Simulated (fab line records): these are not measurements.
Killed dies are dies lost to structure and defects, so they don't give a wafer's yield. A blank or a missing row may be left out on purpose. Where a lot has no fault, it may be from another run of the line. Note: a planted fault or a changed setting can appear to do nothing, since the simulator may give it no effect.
Lot-split experiment / flow sky130 / 5 lots, 26 wafers read, on a route of 708 steps

SPLIT DETAILS
At SKY_CAPM_DEVELOP_11 (develop time 60 s), the setting develop-time-s was moved away from the recipe's 60 s on 5 of the 26 wafers read, by -59.3% to -18.8%. All remaining wafers had this setting at the recipe value.

Between the split and the reading, the file records no step.

THE READING
CAPM.cd-nm (the simulator's own value, which no gauge read), in nm, at SKY_CAPM_METAL_ETCH_13 (etches TiN in Cl2/BCl3, stops on SiO2, target depth 220 nm, time 62.9 s). There is no usual value for it anywhere in the file. Average 999.0 nm, standard deviation 2.3 nm, over the 21 wafers here run with the recipe.

wafer=L074.2; tool, chamber at the split=litho-track-04, 0; develop-time-s as run, s=60; against the recipe=recipe; CAPM.cd-nm, nm=999.5; against lot-mates on the recipe=-
wafer=L074.3; tool, chamber at the split=litho-track-04, 0; develop-time-s as run, s=60; against the recipe=recipe; CAPM.cd-nm, nm=998; against lot-mates on the recipe=-
wafer=L074.5; tool, chamber at the split=litho-track-04, 0; develop-time-s as run, s=60; against the recipe=recipe; CAPM.cd-nm, nm=996.6; against lot-mates on the recipe=-
wafer=L076.1; tool, chamber at the split=litho-track-04, 0; develop-time-s as run, s=60; against the recipe=recipe; CAPM.cd-nm, nm=995.3; against lot-mates on the recipe=-
wafer=L076.2; tool, chamber at the split=litho-track-04, 0; develop-time-s as run, s=60; against the recipe=recipe; CAPM.cd-nm, nm=997.5; against lot-mates on the recipe=-
wafer=L076.3; tool, chamber at the split=litho-track-04, 0; develop-time-s as run, s=60; against the recipe=recipe; CAPM.cd-nm, nm=996.6; against lot-mates on the recipe=-
wafer=L076.4; tool, chamber at the split=litho-track-04, 0; develop-time-s as run, s=60; against the recipe=recipe; CAPM.cd-nm, nm=999.8; against lot-mates on the recipe=-
wafer=L076.5; tool, chamber at the split=litho-track-04, 0; develop-time-s as run, s=60; against the recipe=recipe; CAPM.cd-nm, nm=998.7; against lot-mates on the recipe=-
wafer=L076.6; tool, chamber at the split=litho-track-04, 0; develop-time-s as run, s=60; against the recipe=recipe; CAPM.cd-nm, nm=996.1; against lot-mates on the recipe=-
wafer=L081.1; tool, chamber at the split=litho-track-04, 0; develop-time-s as run, s=60; against the recipe=recipe; CAPM.cd-nm, nm=996.9; against lot-mates on the recipe=-
wafer=L081.2; tool, chamber at the split=litho-track-04, 0; develop-time-s as run, s=48.72; against the recipe=-18.8%; CAPM.cd-nm, nm=1017; against lot-mates on the recipe=+19.7
wafer=L081.3; tool, chamber at the split=litho-track-04, 0; develop-time-s as run, s=48.72; against the recipe=-18.8%; CAPM.cd-nm, nm=1020; against lot-mates on the recipe=+22.7
wafer=L081.4; tool, chamber at the split=litho-track-04, 0; develop-time-s as run, s=60; against the recipe=recipe; CAPM.cd-nm, nm=998.9; against lot-mates on the recipe=-
wafer=L081.5; tool, chamber at the split=litho-track-04, 0; develop-time-s as run, s=60; against the recipe=recipe; CAPM.cd-nm, nm=996.1; against lot-mates on the recipe=-
wafer=L081.6; tool, chamber at the split=litho-track-04, 0; develop-time-s as run, s=48.72; against the recipe=-18.8%; CAPM.cd-nm, nm=1018; against lot-mates on the recipe=+20.7
wafer=L082.1; tool, chamber at the split=litho-track-04, 0; develop-time-s as run, s=60; against the recipe=recipe; CAPM.cd-nm, nm=1000; against lot-mates on the recipe=-
wafer=L082.6; tool, chamber at the split=litho-track-04, 0; develop-time-s as run, s=60; against the recipe=recipe; CAPM.cd-nm, nm=1000; against lot-mates on the recipe=-
wafer=L082.2; tool, chamber at the split=litho-track-04, 0; develop-time-s as run, s=60; against the recipe=recipe; CAPM.cd-nm, nm=999.5; against lot-mates on the recipe=-
wafer=L082.3; tool, chamber at the split=litho-track-04, 0; develop-time-s as run, s=24.4; against the recipe=-59.3%; CAPM.cd-nm, nm=1104; against lot-mates on the recipe=+104.2
wafer=L082.5; tool, chamber at the split=litho-track-04, 0; develop-time-s as run, s=24.4; against the recipe=-59.3%; CAPM.cd-nm, nm=1105; against lot-mates on the recipe=+105.2
wafer=L085.1; tool, chamber at the split=litho-track-03, 0; develop-time-s as run, s=60; against the recipe=recipe; CAPM.cd-nm, nm=1003; against lot-mates on the recipe=-
wafer=L085.2; tool, chamber at the split=litho-track-03, 0; develop-time-s as run, s=60; against the recipe=recipe; CAPM.cd-nm, nm=1003; against lot-mates on the recipe=-
wafer=L085.3; tool, chamber at the split=litho-track-03, 0; develop-time-s as run, s=60; against the recipe=recipe; CAPM.cd-nm, nm=1004; against lot-mates on the recipe=-
wafer=L085.4; tool, chamber at the split=litho-track-03, 0; develop-time-s as run, s=60; against the recipe=recipe; CAPM.cd-nm, nm=1001; against lot-mates on the recipe=-
wafer=L085.5; tool, chamber at the split=litho-track-03, 0; develop-time-s as run, s=60; against the recipe=recipe; CAPM.cd-nm, nm=999.7; against lot-mates on the recipe=-
wafer=L085.6; tool, chamber at the split=litho-track-03, 0; develop-time-s as run, s=60; against the recipe=recipe; CAPM.cd-nm, nm=999.1; against lot-mates on the recipe=-

FIT RESULTS
A straight line over all 26 wafers: CAPM.cd-nm changes by -1.7 nm for each +1% of develop-time-s; r = -0.99; the points scatter about the line by 5 nm.
The same after taking each lot's own level away (the mean of its wafers on the recipe; 26 wafers): -1.7 nm for each +1%; r = -0.99; scatter 4.1 nm.
On that fit, the largest move of develop-time-s shifts the reading by 1e+02 nm.
The span of the lots' own levels, 997.30 to 1001.63 nm, comes to 1.9 times the standard deviation stated above.
The two slopes agree, so the slope changes little with the lot-to-lot level.
Check: +96.6 nm against its lot-mates is what the line predicts for one of the wafers moved furthest among these (-59.3%) when that wafer is left out of the fit. It came out at +104 nm against them.

THE OTHER SPLITS THESE WAFERS WENT THROUGH
Note: prior to the reading, these wafers also went through further splits. Each is held against what the fit with the lots' levels taken away leaves over:
other split on the same wafers=SKY_CONTACT_ETCH_16 time-s; wafers away from the commonest value=8; r with CAPM.cd-nm (lot level and that fit taken away)=-0.08
other split on the same wafers=SKY_METAL1_METAL_ETCH_19 target-depth-a; wafers away from the commonest value=12; r with CAPM.cd-nm (lot level and that fit taken away)=-0.24
other split on the same wafers=SKY_METAL2_SPUTTER_02 time-s; wafers away from the commonest value=8; r with CAPM.cd-nm (lot level and that fit taken away)=-0.05

FILE'S OWN FIT
CAPM.cd-nm changes by -1.69 nm for each +1% of develop-time-s, r = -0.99.
